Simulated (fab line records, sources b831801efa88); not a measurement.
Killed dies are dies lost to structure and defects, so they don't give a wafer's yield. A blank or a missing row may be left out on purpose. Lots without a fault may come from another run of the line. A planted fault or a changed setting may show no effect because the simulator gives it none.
Which tool did it? | flow sky130 | 10 lots, 30 wafers sampled, at 4 steps of a route of 708

WHAT THE GAUGES READ, wafer by wafer
SKY_CAPM_RS_MEAS_03: measures by four-point-probe.
lot  | measured     | on            | CAPM_TIN_RS (ohm/sq)
L992 | day 37 14:17 | film_metro-02 | 6.97 6.99 7.02
L995 | day 38 04:08 | film_metro-03 | 6.88 6.88 6.95
L102 | day 40 11:20 | film_metro-03 | 6.95 6.98 6.91
L103 | day 40 14:04 | film_metro-03 | 5.30 5.22 5.21
L105 | day 41 13:18 | film_metro-01 | 5.20 5.21 5.23
L107 | day 41 16:24 | film_metro-02 | 5.18 5.19 5.23
L108 | day 42 02:25 | film_metro-03 | 6.99 6.89 7.01
L109 | day 42 12:31 | film_metro-02 | 6.95 7.00 6.93
L113 | day 44 05:49 | film_metro-01 | 6.87 7.03 6.95
L111 | day 44 08:34 | film_metro-03 | 6.91 6.85 6.90

WHICH TOOL RAN EACH LOT (tool, then ch and the chambers of the sampled wafers, then the start)
lot  | SKY_VIA2_CMP_02               | SKY_METAL3_SPUTTER_00        | SKY_CAPM_SPUTTER_02
L992 | cmp-01 ch 0,1,3, day 36 10:06 | pvd_sputter-02, day 37 13:55 | pvd_sputter-04, day 37 14:09
L995 | cmp-02 ch 0,1,2, day 36 23:37 | pvd_sputter-04, day 38 03:48 | pvd_sputter-03, day 38 04:02
L102 | cmp-01 ch 0,1,2, day 39 08:17 | pvd_sputter-02, day 40 10:59 | pvd_sputter-04, day 40 11:13
L103 | cmp-01 ch 1,2,3, day 39 11:40 | pvd_sputter-01, day 40 13:40 | pvd_sputter-04, day 40 13:55
L105 | cmp-02 ch 0,1,3, day 40 10:37 | pvd_sputter-01, day 41 12:57 | pvd_sputter-04, day 41 13:11
L107 | cmp-01 ch 1,3, day 40 14:22   | pvd_sputter-01, day 41 16:01 | pvd_sputter-04, day 41 16:15
L108 | cmp-01 ch 0,1,2, day 41 01:02 | pvd_sputter-01, day 42 02:02 | pvd_sputter-03, day 42 02:16
L109 | cmp-01 ch 2,3, day 41 10:53   | pvd_sputter-04, day 42 12:08 | pvd_sputter-01, day 42 12:22
L113 | cmp-01 ch 0,1, day 43 04:26   | pvd_sputter-01, day 44 05:28 | pvd_sputter-03, day 44 05:42
L111 | cmp-02 ch 0,1,2, day 43 06:52 | pvd_sputter-04, day 44 08:11 | pvd_sputter-03, day 44 08:26
- SKY_VIA2_CMP_02: polishes SiO2.
- SKY_METAL3_SPUTTER_00: material Ti, target thk 15 nm, time 10 s.
- SKY_CAPM_SPUTTER_02: material TiN, target thk 200 nm, time 166.7 s.

THE ANSWER, worked out from the rows above alone
Rule: what is usual is taken from the lots themselves. Put in order of their means at a reading, lots are off if they are a third of the lots or fewer, leave a main group of 4 or more, and stand apart from it by a gap of 3 or more times the standard deviation of the main group's means; of several such gaps the widest counts. A main group whose means are all the same, to the digits that the tables above print for the reading, isn't used. A lot without any number at a reading at which 4 lots or more have one is off too. The other lots that the step has rows for count as sound.
Off: L103, L105, L107, at SKY_CAPM_RS_MEAS_03 (CAPM_TIN_RS). The main group: mean 6.94 ohm/sq, standard deviation 0.034.
A tool fits if, at a process step before that reading, it ran every lot that is off, and no sound lot after the first of them. The gauges at SKY_CAPM_RS_MEAS_03 are tried like those tools. One fits: pvd_sputter-04 at SKY_CAPM_SPUTTER_02. Its last sound lot is L102 (day 40 11:13), its first lot that is off L103 (day 40 13:55): a fault that began between those two fits.

WHAT THE SIMULATOR HAD PUT IN
Process parameter drift: pvd_sputter-04, from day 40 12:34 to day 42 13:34, at SKY_CAPM_SPUTTER_02. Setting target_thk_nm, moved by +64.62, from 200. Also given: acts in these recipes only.
Lots struck among those shown: L103, L105, L107. The rule above found the same.
